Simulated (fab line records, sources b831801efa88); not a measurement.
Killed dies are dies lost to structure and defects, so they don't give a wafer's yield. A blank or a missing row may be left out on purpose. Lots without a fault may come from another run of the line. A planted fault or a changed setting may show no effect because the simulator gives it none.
fab line records | flow sky130
record lots=11 wafers=31 last_day=49
route steps=708 shown LDD_LDN@301 SD_N@350 RES_XHIGH@360 PASSIVATION@683 PAD_OPEN@708
lots that met no fault: from a run of the same line without faults
start_h: hours from the record's first day to the start of the lot's first wafer shown | wait_h: hours since the lot's step before | " the same as in the row above | L1.1+2: a row that stands for several wafers | - no value, or no start given | * or withheld: withheld | < > ~ a bound
route shown NAME@n: a module of which the file shows steps, and the number in the route of the first | usual: mean/standard deviation of fault-free wafers | same: alike in all rows | chamber/n: place in a boat | sites: the reading at each site | _std_site: their standard deviation | _edge_site: outer sites' mean less inner sites' | radius_mm: how far each site lies from the wafer's centre | mask NAME#n: copy n | behind: the tool/chamber that last shaped the wafer | hold: why the lot was held/for how many hours/how that ended | device: the transistor (n, p or np) that didn't switch | end of line: the same wafers' tests at the end of the route | a step without rows: its recipe alone | killed: dies lost to structure and defects at the first sort, not the wafer's yield | map: a wafer's dies, x killed, . not, _ none there
set.NAME: the setting as run; set.NAME@STEP: as run at that earlier step | model.NAME: the simulator's own value behind a step, which no gauge read
steps of the route over a sample of lots; a table a step, a row a wafer
services: from which hour (start_h, from the record's first day; less than 0 if before it) a tool's chamber was out of use, for how many hours, and why
## steps
# step SKY_LDD_LDN_STRIP_12
# recipe chemistry=O2/N2 power_w=1400 pressure_mtorr=1500 platen_temp_c=withheld o2_flow_sccm=3000 n2_flow_sccm=300 overash_fraction=0.5
# usual drypump_motor_current_A=5.8/0.48 oes_product_au=0.716/0.0045 strip_time_to_endpoint_s=14.18/0.04
# columns lot.wafer tool chamber start_h wait_h drypump_motor_current_A oes_product_au rf_hours_counter_h strip_time_to_endpoint_s
L695.1 plasma_asher-04 0 540.99 0.1 6.7 0.715 66 14.25
L695.4 " 1 " " 5.0 0.718 - 14.25
L695.5 " 0 " " 6.7 0.713 - 14.22
L696.1 plasma_asher-04 1 569.14 0.1 5.0 0.717 69 14.13
L696.4 " 0 " " 6.7 0.717 - 14.10
L696.6 " 1 " " 5.0 0.711 - 14.05
L699.1 plasma_asher-01 0 581.20 0.1 6.0 0.717 49 14.22
L699.2 " 1 " " 5.3 0.717 49 14.20
L699.6 " 1 " " 5.4 0.723 - 14.21
L697.3 plasma_asher-01 0 581.52 0.1 5.9 0.719 - 14.17
L697.4 " 1 " " 5.4 0.713 - 14.19
L697.5 " 0 " " 5.9 0.728 - 14.18
L703.4 plasma_asher-04 0 608.74 0.1 6.7 0.713 - 14.13
L703.5 " 0 " " 6.7 0.717 - 14.16
L703.6 " 1 " " 5.0 0.715 - 14.14
L706.2 plasma_asher-03 1 630.06 0.1 5.8 0.720 93 14.22
L706.3 " 1 " " 5.8 0.722 - 14.16
L706.4 " 0 " " 6.1 0.707 - 14.17
L707.2 plasma_asher-01 0 635.46 0.1 6.0 0.717 54 14.23
L707.5 " 1 " " 5.3 0.713 - 14.24
L709.3 plasma_asher-01 0 639.68 0.1 5.9 0.716 - 14.15
L709.5 " 0 " " 6.0 0.712 - 14.16
L710.3 plasma_asher-01 0 643.78 0.1 5.9 0.715 - 14.16
L710.4 " 1 " " 5.3 0.721 - 14.17
L710.6 " 0 " " 5.9 0.716 - 14.18
L713.2 plasma_asher-03 0 687.91 0.1 6.2 0.714 98 14.17
L713.3 " 1 " " 5.8 0.720 - 14.16
L713.6 " 1 " " 5.8 0.714 - 14.17
L714.2 plasma_asher-03 0 695.34 0.1 6.2 0.715 98 14.29
L714.5 " 0 " " 6.2 0.716 - 14.22
L714.6 " 1 " " 5.8 0.711 - 14.27
# step SKY_SD_N_OVL_MEAS_08
# usual SD_N_OVL=-1.0/1.4
# columns lot.wafer tool chamber start_h wait_h SD_N_OVL[nm]
L695.1 overlay-01 - 654.99 0.1 0.3
L695.4 " - " " 0.8
L695.5 " - " " 1.0
L696.1 overlay-01 - 683.98 0.1 0.0
L696.4 " - " " 2.7
L696.6 " - " " 0.7
L699.1 overlay-02 - 697.04 0.1 -2.4
L699.2 " - " " -2.0
L699.6 " - " " -1.6
L697.3 overlay-01 - 699.05 0.1 -0.1
L697.4 " - " " -0.7
L697.5 " - " " 0.7
L703.4 overlay-02 - 723.64 0.1 -0.9
L703.5 " - " " -1.2
L703.6 " - " " 0.1
L706.2 overlay-02 - 741.75 0.1 -1.7
L706.3 " - " " -2.1
L706.4 " - " " -2.6
L707.2 overlay-02 - 749.63 0.1 -2.3
L707.5 " - " " -1.9
L709.3 overlay-01 - 753.15 0.1 2.7
L709.5 " - " " -0.4
L710.3 overlay-02 - 757.70 0.1 -3.2
L710.4 " - " " -2.7
L710.6 " - " " -1.7
L713.2 overlay-01 - 795.00 0.1 -1.0
L713.3 " - " " -1.3
L713.6 " - " " -1.6
L714.2 overlay-02 - 807.93 0.1 0.8
L714.5 " - " " -1.3
L714.6 " - " " -2.9
# step SKY_SD_N_RS_MEAS_18
# recipe thk_meas_gauge=four-point-probe
# usual RES_XHIGH_RS=333.3/1.4
# columns lot.wafer tool chamber start_h wait_h RES_XHIGH_RS[ohm/sq]
L695.1 film_metro-03 - 655.98 0.1 333.1
L695.4 " - " " 333.9
L695.5 " - " " 332.7
L696.1 film_metro-01 - 684.95 0.1 334.5
L696.4 " - " " 335.1
L696.6 " - " " 335.1
L699.1 film_metro-04 - 698.15 0.1 331.7
L699.2 " - " " 332.8
L699.6 " - " " 333.3
L697.3 film_metro-03 - 700.03 0.1 333.2
L697.4 " - " " 333.8
L697.5 " - " " 333.6
L703.4 film_metro-01 - 724.64 0.1 332.4
L703.5 " - " " 332.5
L703.6 " - " " 331.1
L706.2 film_metro-01 - 742.76 0.1 332.7
L706.3 " - " " 333.6
L706.4 " - " " 332.7
L707.2 film_metro-01 - 750.60 0.1 334.2
L707.5 " - " " 336.6
L709.3 film_metro-04 - 754.14 0.1 334.0
L709.5 " - " " 333.9
L710.3 film_metro-03 - 758.68 0.1 334.6
L710.4 " - " " 335.0
L710.6 " - " " 335.3
L713.2 film_metro-04 - 795.97 0.1 333.6
L713.3 " - " " 332.6
L713.6 " - " " 335.2
L714.2 film_metro-03 - 808.90 0.1 332.8
L714.5 " - " " 333.7
L714.6 " - " " 333.2
# step SKY_PASSIVATION_CVD_02
# recipe material=Si3N4 target_thk_nm=540 temp_c=400 time_s=withheld rf_w=450
# usual heater_power_w=739/91 rf_fwd_power_W=449.1/1.4
# columns lot.wafer tool chamber start_h wait_h heater_power_w rf_fwd_power_W
L695.1 pecvd-03 0 1027.92 0.1 791 449.2
L695.4 " 2 " " 805 449.3
L695.5 " 1 " " 683 447.2
L696.1 pecvd-02 2 1049.12 0.1 645 450.9
L696.4 " 1 " " 803 449.6
L696.6 " 2 " " 692 450.5
L699.1 pecvd-03 2 1068.21 0.1 718 450.1
L699.2 " 0 " " 805 450.6
L699.6 " 2 " " 737 449.3
L697.3 pecvd-03 1 1069.62 0.0 775 448.7
L697.4 " 2 " " 754 449.1
L697.5 " 1 " " 638 447.9
L703.4 pecvd-02 0 1088.33 0.1 569 448.5
L703.5 " 2 " " 684 449.9
L703.6 " 1 " " 775 450.7
L706.2 pecvd-03 2 1096.38 0.0 760 447.1
L706.3 " 1 " " 690 450.4
L706.4 " 1 " " 720 451.7
L707.2 pecvd-03 0 1101.39 0.0 700 449.7
L707.5 " 1 " " 690 447.4
L709.3 pecvd-03 1 1112.64 0.0 670 449.6
L709.5 " 0 " " 794 450.4
L710.3 pecvd-01 0 1116.91 0.1 741 449.5
L710.4 " 1 " " 943 448.5
L710.6 " 1 " " 954 448.3
L713.2 pecvd-01 2 1138.96 0.0 734 448.6
L713.3 " 1 " " 938 448.3
L713.6 " 0 " " 678 449.1
L714.2 pecvd-01 2 1152.34 0.0 753 448.4
L714.5 " 0 " " 745 447.5
L714.6 " 2 " " 607 450.3
# step SKY_PASSIVATION_THK_MEAS_03
# recipe reads=Si3N4_of_PASSIVATION_CVD_02
# usual PASSIVATION_CVD_02_THK=537/7.9
# columns lot.wafer tool chamber start_h wait_h PASSIVATION_CVD_02_THK[nm]
L695.1 film_metro-03 - 1028.15 - 543
L695.4 " - " " 550
L695.5 " - " " 549
L696.1 film_metro-03 - 1049.34 - 532
L696.4 " - " " 540
L696.6 " - " " 532
L699.1 film_metro-03 - 1068.44 - 536
L699.2 " - " " 540
L699.6 " - " " 541
L697.3 film_metro-03 - 1069.90 - 537
L697.4 " - " " 533
L697.5 " - " " 541
L703.4 film_metro-04 - 1088.47 - 534
L703.5 " - " " 536
L703.6 " - " " 541
L706.2 film_metro-04 - 1096.62 - 522
L706.3 " - " " 392
L706.4 " - " " 535
L707.2 film_metro-03 - 1101.62 - 526
L707.5 " - " " 392
L709.3 film_metro-01 - 1112.88 - 386
L709.5 " - " " 394
L710.3 film_metro-01 - 1117.16 - 535
L710.4 " - " " 536
L710.6 " - " " 535
L713.2 film_metro-04 - 1139.19 - 541
L713.3 " - " " 540
L713.6 " - " " 542
L714.2 film_metro-03 - 1152.57 - 549
L714.5 " - " " 548
L714.6 " - " " 554
# step SKY_PASSIVATION_ETCH_11
# recipe chemistry=CF4/O2 target_depth_nm=725 stop_on=AlCu source_w=800 bias_w=150 pressure_mtorr=150 cf4_flow_sccm=80 O2_flow_sccm=10 time_s=161.1
# usual O2_flow_sccm=10.00/0.032 drypump_motor_current_A=5.8/0.47 oes_product_au=0.975/0.0073 rf_fwd_power_W=797.5/2.4 throttle_valve_pct=5.963/0.0094
# columns lot.wafer tool chamber start_h wait_h O2_flow_sccm drypump_motor_current_A oes_product_au rf_fwd_power_W rf_hours_counter_h throttle_valve_pct
L695.1 rie_diel-01 1 1048.92 - 9.94 6.0 0.978 797.1 9 5.968
L695.4 " 2 " " 9.99 5.9 0.984 795.3 17 5.956
L695.5 " 2 " " 10.01 5.9 0.987 799.6 - 5.967
L696.1 rie_diel-03 0 1069.67 - 9.97 5.7 0.975 799.6 18 5.958
L696.4 " 3 " " 10.00 5.8 0.973 796.5 28 5.966
L696.6 " 1 " " 9.97 6.3 0.972 797.4 - 5.956
L699.1 rie_diel-01 3 1088.58 - 10.01 5.1 0.978 798.8 6 5.960
L699.2 " 2 " " 10.04 5.9 0.980 796.4 18 5.954
L699.6 " 2 " " 10.02 5.9 0.981 795.5 - 5.955
L697.3 rie_diel-02 2 1089.62 - 10.02 5.8 0.978 798.0 15 5.957
L697.4 " 3 " " 9.96 5.2 0.977 798.7 7 5.957
L697.5 " 3 " " 9.93 5.2 0.974 800.6 - 5.952
L703.4 rie_diel-01 1 1109.12 - 10.00 5.9 0.975 799.0 11 5.966
L703.5 " 1 " " 10.01 6.0 0.974 799.2 - 5.971
L703.6 " 0 " " 10.02 6.5 0.976 796.9 - 5.986
L706.2 rie_diel-01 3 1117.38 - 9.99 5.1 0.967 797.1 7 5.952
L706.3 " 2 " " 10.00 5.9 0.853 798.1 19 5.931
L706.4 " 1 " " 9.97 6.0 0.977 795.7 12 5.955
L707.2 rie_diel-02 0 1121.12 - 9.97 5.1 0.966 797.4 22 5.954
L707.5 " 0 " " 10.00 5.1 0.863 797.3 - 5.921
L709.3 rie_diel-01 0 1131.97 - 9.99 6.5 0.853 796.4 8 5.927
L709.5 " 0 " " 9.98 6.5 0.848 792.1 - 5.939
L710.3 rie_diel-01 1 1135.62 - 9.98 6.0 0.969 796.1 12 5.963
L710.4 " 2 " " 10.01 5.9 0.972 798.5 19 5.962
L710.6 " 2 " " 10.07 5.9 0.976 798.1 - 5.951
L713.2 rie_diel-02 3 1156.87 - 10.02 5.2 0.979 794.4 9 5.968
L713.3 " 2 " " 10.02 5.8 0.971 802.4 17 5.942
L713.6 " 1 " " 10.02 5.3 0.968 799.8 - 5.973
L714.2 rie_diel-01 2 1169.02 - 9.94 5.9 0.981 795.3 21 5.964
L714.5 " 0 " " 9.98 6.6 0.981 795.9 - 5.953
L714.6 " 3 " " 10.01 5.1 0.983 795.0 - 5.970
# step SKY_PAD_OPEN_PROBE_99
# usual defect_limited_yield=82.2/1.8 killed_at_M0_to_M3=42/6.1 killed_at_M4_up=3.3/1.7 killed_at_contacts=25/5.4 killed_at_front_end=16/4.6 killed_at_other=0.4/0.55 killed_dies=87/8.8 killed_open=47/7.1 killed_short=40/5.8 sort_bin_3_pad_short=0.9/0.45 sort_bin_5_function=10.7/1.4 sort_bin_6_memory=6.2/1.2 sort_n_pass=405/8.8 sort_yield_pct=82.2/1.8
# same gross_dies=492 killed_at_back_side=0 sort_bin_4_leakage[%]=0 sort_bin_8_speed[%]=0
# columns lot.wafer tool chamber start_h wait_h defect_limited_yield[%] killed_at_M0_to_M3 killed_at_M4_up killed_at_contacts killed_at_front_end killed_at_other killed_dies killed_open killed_short sort_bin_3_pad_short[%] sort_bin_5_function[%] sort_bin_6_memory[%] sort_n_pass sort_yield_pct[%]
L695.1 prober-02 - 1073.11 0.1 78.5 48 7 29 22 0 106 54 52 2.0 10.4 9.1 386 78.5
L695.4 prober-02 - 1073.26 0.2 81.3 45 5 29 13 0 92 49 43 1.4 10.0 7.3 400 81.3
L695.5 prober-02 - 1073.31 0.2 80.5 46 5 29 15 1 96 50 46 1.8 10.8 6.9 396 80.5
L696.1 prober-01 - 1091.58 0.1 77.6 54 6 26 24 0 110 55 55 1.2 12.6 8.5 382 77.6
L696.4 prober-01 - 1091.73 0.2 80.1 50 2 31 15 0 98 58 40 1.0 11.6 7.3 394 80.1
L696.6 prober-01 - 1091.83 0.2 81.5 46 5 17 23 0 91 57 34 0.4 11.2 6.9 401 81.5
L699.1 prober-02 - 1112.18 0.1 79.7 47 4 30 19 0 100 49 51 0.6 12.8 6.9 392 79.7
L699.2 prober-02 - 1112.23 0.1 82.9 44 2 27 11 0 84 50 33 1.2 10.8 5.1 408 82.9
L699.6 prober-02 - 1112.43 0.2 83.7 32 3 27 17 1 80 39 41 0.4 10.8 5.1 412 83.7
L697.3 prober-02 - 1112.95 0.2 81.3 38 2 32 20 0 92 47 44 0.8 10.6 7.3 400 81.3
L697.4 prober-02 - 1113.00 0.2 81.1 45 1 24 23 0 93 50 42 1.2 12.4 5.3 399 81.1
L697.5 prober-02 - 1113.05 0.2 82.9 41 4 28 11 0 84 43 41 1.0 11.2 4.9 408 82.9
L703.4 prober-02 - 1130.02 0.2 81.5 39 1 32 18 1 91 52 37 0.4 12.6 5.5 401 81.5
L703.5 prober-02 - 1130.07 0.2 82.7 38 3 29 15 0 85 48 35 0.8 10.8 5.7 407 82.7
L703.6 prober-02 - 1130.12 0.2 81.5 41 6 24 20 0 91 51 38 0.6 10.6 7.3 401 81.5
L706.2 prober-02 - 1138.90 0.2 81.3 54 2 24 12 0 92 61 31 0.2 11.6 6.9 400 81.3
L706.3 prober-02 - 1138.95 0.3 83.9 32 2 20 25 0 79 40 39 0.4 8.9 6.7 413 83.9
L706.4 prober-02 - 1139.00 0.3 82.9 45 3 19 17 0 84 43 41 1.6 10.6 4.9 408 82.9
L707.2 prober-01 - 1142.34 0.1 81.5 43 3 27 17 1 91 50 41 0.6 12.4 5.5 401 81.5
L707.5 prober-01 - 1142.49 0.2 82.7 37 3 28 17 0 85 43 42 0.2 11.2 5.9 407 82.7
L709.3 prober-01 - 1153.04 0.2 82.7 39 2 28 16 0 85 45 39 1.2 11.0 5.1 407 82.7
L709.5 prober-01 - 1153.14 0.2 82.3 44 2 31 10 0 87 55 32 0.4 10.8 6.5 405 82.3
L710.3 prober-01 - 1156.51 0.2 84.3 35 3 24 14 1 77 37 39 0.8 8.7 6.1 415 84.3
L710.4 prober-01 - 1156.56 0.2 82.3 46 2 28 11 0 87 55 32 1.0 11.6 5.1 405 82.3
L710.6 prober-01 - 1156.66 0.2 81.9 42 0 23 24 0 89 53 35 0.6 10.8 6.7 403 81.9
L713.2 prober-01 - 1176.10 0.1 80.5 47 4 28 17 0 96 57 39 1.0 12.0 6.5 396 80.5
L713.3 prober-01 - 1176.15 0.2 83.1 42 4 21 16 0 83 52 31 1.2 9.8 5.9 409 83.1
L713.6 prober-01 - 1176.30 0.2 79.5 62 3 18 18 0 101 55 44 1.4 12.2 6.9 391 79.5
L714.2 prober-02 - 1186.92 0.1 79.1 51 1 30 21 0 103 58 45 0.8 10.6 9.6 389 79.1
L714.5 prober-02 - 1187.07 0.2 81.9 37 2 38 12 0 89 45 44 1.4 12.2 4.5 403 81.9
L714.6 prober-02 - 1187.12 0.2 84.8 38 6 23 8 0 75 40 35 0.2 10.0 5.1 417 84.8
# killed by level:class
L695.1 VIA1:geometric_particle:open=14 CONTACT:geometric_particle:short=8 CONTACT:geometric_particle:open=8 POLY_GATE:geometric_particle:open=7 LI_CONTACT:geometric_particle:open=7 VIA2:geometric_particle:open=6 POLY_GATE:geometric_particle:short=5 VIA1:geometric_particle:short=5
L695.4 CONTACT:geometric_particle:open=11 VIA1:geometric_particle:open=9 VIA3:geometric_particle:open=8 FIELD_ISO:geometric_particle:open=6 METAL3:geometric_particle:short=6 LI_CONTACT:geometric_particle:open=5 LOCAL_INTERCONNECT:geometric_particle:short=5 VIA1:geometric_particle:short=5
L695.5 LI_CONTACT:geometric_particle:open=8 CONTACT:geometric_particle:open=8 VIA1:geometric_particle:open=8 VIA3:geometric_particle:open=7 VIA1:geometric_particle:short=7 VIA2:geometric_particle:open=7 LOCAL_INTERCONNECT:geometric_particle:short=6 POLY_GATE:geometric_particle:short=5
L696.1 VIA1:geometric_particle:open=12 CONTACT:geometric_particle:open=11 FIELD_ISO:geometric_particle:open=7 VIA1:geometric_particle:short=7 FIELD_ISO:geometric_particle:short=6 VIA3:geometric_particle:short=6 VIA3:geometric_particle:open=6 LOCAL_INTERCONNECT:geometric_particle:short=5
L696.4 CONTACT:geometric_particle:open=11 VIA1:geometric_particle:open=10 LI_CONTACT:geometric_particle:open=10 METAL1:geometric_particle:short=8 VIA2:geometric_particle:open=8 CONTACT:geometric_particle:short=7 VIA3:geometric_particle:open=7 FIELD_ISO:geometric_particle:short=5
L696.6 VIA1:geometric_particle:open=16 FIELD_ISO:geometric_particle:open=8 CONTACT:geometric_particle:open=8 VIA3:geometric_particle:open=7 VIA2:geometric_particle:open=5 LI_CONTACT:geometric_particle:open=5 METAL3:geometric_particle:short=5 METAL4:geometric_particle:short=5
L699.1 VIA1:geometric_particle:short=10 LI_CONTACT:geometric_particle:open=9 VIA1:geometric_particle:open=9 CONTACT:geometric_particle:short=6 LOCAL_INTERCONNECT:geometric_particle:short=5 VIA2:geometric_particle:open=5 FIELD_ISO:geometric_particle:short=4 POLY_GATE:geometric_particle:open=4
L699.2 VIA1:geometric_particle:open=19 LI_CONTACT:geometric_particle:open=7 CONTACT:geometric_particle:short=7 CONTACT:geometric_particle:open=5 METAL3:geometric_particle:short=5 METAL1:geometric_particle:short=4 VIA2:geometric_particle:open=4 FIELD_ISO:geometric_particle:open=3
L699.6 VIA1:geometric_particle:open=9 LOCAL_INTERCONNECT:geometric_particle:short=7 CONTACT:geometric_particle:open=7 FIELD_ISO:geometric_particle:open=6 FIELD_ISO:geometric_particle:short=5 LI_CONTACT:geometric_particle:short=5 CONTACT:geometric_particle:short=5 VIA2:geometric_particle:open=5
L697.3 CONTACT:geometric_particle:open=11 LI_CONTACT:geometric_particle:open=8 VIA1:geometric_particle:open=8 VIA1:geometric_particle:short=7 FIELD_ISO:geometric_particle:open=5 FIELD_ISO:geometric_particle:short=5 POLY_GATE:geometric_particle:short=5 CONTACT:geometric_particle:short=5
L697.4 VIA1:geometric_particle:open=13 POLY_GATE:geometric_particle:short=8 CONTACT:geometric_particle:short=8 VIA2:geometric_particle:open=7 LI_CONTACT:geometric_particle:open=7 METAL3:geometric_particle:short=6 CONTACT:geometric_particle:open=6 FIELD_ISO:geometric_particle:short=5
L697.5 CONTACT:geometric_particle:open=11 VIA1:geometric_particle:open=10 CONTACT:geometric_particle:short=6 METAL2:geometric_particle:short=6 VIA2:geometric_particle:open=6 LI_CONTACT:geometric_particle:short=5 METAL1:geometric_particle:short=5 VIA3:geometric_particle:open=5
L703.4 CONTACT:geometric_particle:open=12 VIA1:geometric_particle:open=10 VIA3:geometric_particle:open=9 LI_CONTACT:geometric_particle:open=6 CONTACT:geometric_particle:short=6 METAL1:geometric_particle:short=6 POLY_GATE:geometric_particle:open=5 LI_CONTACT:geometric_particle:short=4
L703.5 CONTACT:geometric_particle:open=11 LI_CONTACT:geometric_particle:open=9 VIA2:geometric_particle:open=7 LI_CONTACT:geometric_particle:short=6 VIA1:geometric_particle:open=5 VIA1:geometric_particle:short=4 METAL2:geometric_particle:short=4 VIA2:geometric_particle:short=4
L703.6 VIA1:geometric_particle:open=8 LI_CONTACT:geometric_particle:open=8 CONTACT:geometric_particle:open=6 VIA3:geometric_particle:open=6 VIA2:geometric_particle:open=5 SPACER:geometric_particle:open=4 CONTACT:geometric_particle:short=4 METAL2:geometric_particle:short=4
L706.2 VIA1:geometric_particle:open=13 VIA2:geometric_particle:open=10 VIA3:geometric_particle:open=9 LI_CONTACT:geometric_particle:open=8 CONTACT:geometric_particle:open=8 METAL1:geometric_particle:short=6 VIA1:geometric_particle:short=6 FIELD_ISO:geometric_particle:open=5
L706.3 CONTACT:geometric_particle:open=7 VIA1:geometric_particle:open=7 FIELD_ISO:geometric_particle:short=6 POLY_GATE:geometric_particle:short=6 LI_CONTACT:geometric_particle:open=6 VIA3:geometric_particle:short=6 VIA2:geometric_particle:open=5 SPACER:geometric_particle:short=4
L706.4 VIA1:geometric_particle:open=15 VIA1:geometric_particle:short=8 CONTACT:geometric_particle:open=7 POLY_GATE:geometric_particle:short=5 CONTACT:geometric_particle:short=5 VIA3:geometric_particle:open=5 VIA2:geometric_particle:open=4 FIELD_ISO:geometric_particle:open=3
L707.2 VIA1:geometric_particle:open=12 VIA3:geometric_particle:open=10 LI_CONTACT:geometric_particle:open=7 POLY_GATE:geometric_particle:short=6 LOCAL_INTERCONNECT:geometric_particle:short=6 CONTACT:geometric_particle:open=6 VIA2:geometric_particle:open=5 FIELD_ISO:geometric_particle:short=4
L707.5 VIA1:geometric_particle:open=9 CONTACT:geometric_particle:open=9 LI_CONTACT:geometric_particle:short=6 FIELD_ISO:geometric_particle:short=5 CONTACT:geometric_particle:short=5 VIA2:geometric_particle:open=5 VIA3:geometric_particle:open=5 LI_CONTACT:geometric_particle:open=4
L709.3 LI_CONTACT:geometric_particle:open=9 VIA1:geometric_particle:open=7 VIA2:geometric_particle:open=7 LOCAL_INTERCONNECT:geometric_particle:short=6 CONTACT:geometric_particle:open=6 METAL2:geometric_particle:short=6 POLY_GATE:geometric_particle:open=5 VIA1:geometric_particle:short=4
L709.5 LI_CONTACT:geometric_particle:open=11 CONTACT:geometric_particle:open=10 VIA1:geometric_particle:open=9 METAL2:geometric_particle:short=6 VIA2:geometric_particle:open=6 VIA3:geometric_particle:open=6 METAL2:geometric_particle:open=5 VIA2:geometric_particle:short=5
L710.3 CONTACT:geometric_particle:short=7 CONTACT:geometric_particle:open=7 LI_CONTACT:geometric_particle:open=6 VIA1:geometric_particle:short=6 METAL2:geometric_particle:short=6 VIA2:geometric_particle:open=6 METAL1:geometric_particle:short=5 VIA1:geometric_particle:open=5
L710.4 VIA1:geometric_particle:open=12 CONTACT:geometric_particle:open=10 LI_CONTACT:geometric_particle:open=8 FIELD_ISO:geometric_particle:open=6 VIA2:geometric_particle:open=6 LOCAL_INTERCONNECT:geometric_particle:short=4 VIA1:geometric_particle:short=4 METAL1:geometric_particle:short=4
L710.6 CONTACT:geometric_particle:open=9 METAL1:geometric_particle:short=9 VIA2:geometric_particle:open=9 FIELD_ISO:geometric_particle:open=6 VIA1:geometric_particle:open=6 FIELD_ISO:geometric_particle:short=5 VIA3:geometric_particle:open=5 POLY_GATE:geometric_particle:open=4
L713.2 VIA1:geometric_particle:open=15 VIA1:geometric_particle:short=11 LI_CONTACT:geometric_particle:open=10 CONTACT:geometric_particle:open=9 VIA2:geometric_particle:open=9 CONTACT:geometric_particle:short=6 FIELD_ISO:geometric_particle:open=4 FIELD_ISO:geometric_particle:short=3
L713.3 VIA1:geometric_particle:open=11 FIELD_ISO:geometric_particle:open=9 CONTACT:geometric_particle:open=7 VIA2:geometric_particle:open=7 METAL1:geometric_particle:short=6 VIA3:geometric_particle:open=6 LOCAL_INTERCONNECT:geometric_particle:short=5 METAL2:geometric_particle:short=4
L713.6 VIA1:geometric_particle:open=14 CONTACT:geometric_particle:open=11 VIA2:geometric_particle:open=9 VIA3:geometric_particle:open=8 METAL1:geometric_particle:short=7 FIELD_ISO:geometric_particle:open=5 VIA1:geometric_particle:short=5 METAL2:geometric_particle:short=5
L714.2 VIA1:geometric_particle:open=16 CONTACT:geometric_particle:open=11 CONTACT:geometric_particle:short=9 FIELD_ISO:geometric_particle:short=7 VIA3:geometric_particle:open=7 VIA1:geometric_particle:short=6 VIA2:geometric_particle:open=6 LI_CONTACT:geometric_particle:open=5
L714.5 CONTACT:geometric_particle:open=13 LI_CONTACT:geometric_particle:open=10 LOCAL_INTERCONNECT:geometric_particle:short=7 VIA3:geometric_particle:open=7 FIELD_ISO:geometric_particle:short=5 METAL1:geometric_particle:short=5 VIA1:geometric_particle:open=5 VIA1:geometric_particle:short=4
L714.6 VIA1:geometric_particle:open=12 LI_CONTACT:geometric_particle:open=10 VIA3:geometric_particle:open=6 METAL1:geometric_particle:short=5 METAL4:geometric_particle:short=5 CONTACT:geometric_particle:open=4 FIELD_ISO:geometric_particle:short=4 LI_CONTACT:geometric_particle:short=3
## services
# columns tool chamber start_h hours kind
rie_diel-01 0 556.92 2.1 repair
rie_diel-01 - 596.07 0.4 repair
plasma_asher-01 - 668.11 0.7 repair
plasma_asher-01 - 680.71 4.0 repair
rie_diel-01 3 689.05 5.8 repair
rie_diel-01 3 708.01 8.9 repair
pecvd-03 0 745.01 10.3 repair
rie_diel-01 0 786.01 7.8 repair
rie_diel-01 3 793.68 2.7 repair
rie_diel-01 0 807.96 33.3 repair
plasma_asher-01 - 867.36 0.5 repair
rie_diel-01 1 871.98 7.4 repair
rie_diel-01 - 882.14 0.1 repair
plasma_asher-01 - 887.87 1.1 repair
pecvd-03 0 893.82 5.3 repair
rie_diel-01 - 953.66 0.3 repair
plasma_asher-01 - 955.61 2.8 pm
plasma_asher-01 - 958.36 11.7 pm
plasma_asher-01 - 994.81 1.4 repair
pecvd-03 - 1019.98 0.8 repair
rie_diel-01 2 1025.73 1.3 repair
plasma_asher-01 - 1060.66 14.6 pm
rie_diel-01 2 1126.45 1.9 repair
rie_diel-01 - 1145.53 0.5 repair
## key
first_sign step=SKY_PASSIVATION_THK_MEAS_03 reading=PASSIVATION_CVD_02_THK direction=down sigmas=18 usual=537 struck=391
effect step=SKY_PASSIVATION_ETCH_11 reading=oes_product_au direction=down sigmas=17 usual=0.975 struck=0.854
met_at SKY_PASSIVATION_CVD_02
struck_lots L706,L707,L709
struck_wafers L706.3,L707.5,L709.3,L709.5
not_acting_at SKY_LDD_LDN_STRIP_12,SKY_SD_N_OVL_MEAS_08,SKY_SD_N_RS_MEAS_18
onset_between 1069.62 1096.38
fault kind=process_parameter_drift tool=pecvd-03 chamber=- onset_h=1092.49 steps=SKY_PASSIVATION_CVD_02 channel=target_thk_nm offset=-140.43 shape=step end_h=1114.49 scope=struck_wafers_only acts_in=these_recipes_only stated=540
